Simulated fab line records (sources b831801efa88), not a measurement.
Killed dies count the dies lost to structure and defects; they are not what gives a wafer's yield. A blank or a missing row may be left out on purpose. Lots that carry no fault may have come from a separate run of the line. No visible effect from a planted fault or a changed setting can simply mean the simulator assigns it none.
Split-lot experiment -- flow gf180mcu -- 5 lots, 23 wafers read, on a route of 602 steps

THE SPLIT ITSELF
At GF_CONTACT_CVD_24 (deposits W, target thk 300 nm, time 90.339 s), the setting temp_c was moved away from the recipe's 400 C on 5 of the 23 wafers read, by -2.0%. All remaining wafers had this setting at the recipe value.

FROM THE SPLIT ON TO THE READING: in between, the file shows 1 step
- GF_CONTACT_RS_MEAS_25: measures by four-point-probe

THE READING
CONTACT_W_THK, in nm, at GF_CONTACT_THK_MEAS_26 (measures by xrf). A value of 293 nm with a standard deviation of 3.7 nm is what fault-free wafers of this fab line usually give.

wafer,"tool, chamber at the split","temp_c as run, C",against the recipe,"CONTACT_W_THK, nm",against lot-mates on the recipe
L075.1,"cvd_w-02, 1",400,recipe,285,-
L075.2,"cvd_w-02, 0",400,recipe,292,-
L075.3,"cvd_w-02, 1",400,recipe,285,-
L075.4,"cvd_w-02, 0",400,recipe,295,-
L075.5,"cvd_w-02, 0",400,recipe,290,-
L076.2,"cvd_w-02, 0",400,recipe,291,-
L076.3,"cvd_w-02, 0",392.2,-2.0%,255,-34
L076.4,"cvd_w-02, 1",400,recipe,289,-
L076.5,"cvd_w-02, 0",392.2,-2.0%,254,-35
L076.6,"cvd_w-02, 1",400,recipe,288,-
L082.1,"cvd_w-02, 0",400,recipe,293,-
L082.2,"cvd_w-02, 1",400,recipe,294,-
L082.4,"cvd_w-02, 1",400,recipe,292,-
L082.5,"cvd_w-02, 1",400,recipe,290,-
L082.6,"cvd_w-02, 0",400,recipe,295,-
L083.1,"cvd_w-01, 1",392.2,-2.0%,258,-38
L083.2,"cvd_w-01, 0",392.2,-2.0%,260,-36
L083.3,"cvd_w-01, 1",400,recipe,295,-
L083.4,"cvd_w-01, 0",392.2,-2.0%,263,-34
L083.6,"cvd_w-01, 0",400,recipe,298,-
L084.2,"cvd_w-02, 1",400,recipe,288,-
L084.3,"cvd_w-02, 0",400,recipe,290,-
L084.5,"cvd_w-02, 1",400,recipe,289,-

THE FIT
A straight line over all 23 wafers: CONTACT_W_THK changes by +17 nm for each +1% of temp_c; r = +0.97; the points scatter about the line by 3.6 nm.
The same after taking each lot's own level away (the mean of its wafers on the recipe; 23 wafers): +18.3 nm for each +1%; r = +0.99; scatter 2.4 nm.
That fit puts the effect of the largest move of temp_c on the reading at 36 nm.
From 289.0 to 296.5 nm: that is the span of the lots' own levels, equal to 2.0 times the standard deviation above.
Hence the lot-to-lot level has little effect on the slope; both slopes agree.
Check: for one of the wafers moved furthest among these (-2.0%), held out of the fit, the line's prediction against its lot-mates is -36 nm. Against them it came out at -34.3 nm.

FURTHER SPLITS ON THESE WAFERS
Note: prior to the reading, these wafers also went through further splits. Each is held against what the fit with the lots' levels taken away leaves over:
other split on the same wafers,wafers away from the commonest value,r with CONTACT_W_THK (lot level and that fit taken away)
GF_PSD_DEVELOP_06 develop_time_s,8,+0.03
GF_SAB_DEVELOP_08 dev_temp_c,4,-0.24
GF_SALICIDE_SPUTTER_03 time_s,8,-0.03
GF_CONTACT_CVD_00 sih4_flow_sccm,2,-0.11
GF_CONTACT_CMP_04 leave_above_ref_nm,10,-0.24
GF_CONTACT_ETCH_17 bias_w,10,-0.02

THE WHOLE CHAIN: every reading that the file lists as answering this split, in the file's order
step,what it does,reading,change (the file's fit),r (the file's)
GF_CONTACT_CVD_24,"deposits W, target thk 300 nm, time 90.339 s","W_of_CONTACT_CVD_24.thk_nm (the simulator's own value, which no gauge read)",+18.3 nm for each +1% of the setting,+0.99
GF_CONTACT_RS_MEAS_25,measures by four-point-probe,CONTACT_W_RS,-0.0278 for each +1% of the setting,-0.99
GF_CONTACT_THK_MEAS_26,measures by xrf,CONTACT_W_THK,+18.1 for each +1% of the setting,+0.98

FILE'S OWN FIT
CONTACT_W_THK changes by +18.1 nm for each +1% of temp_c, r = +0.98.
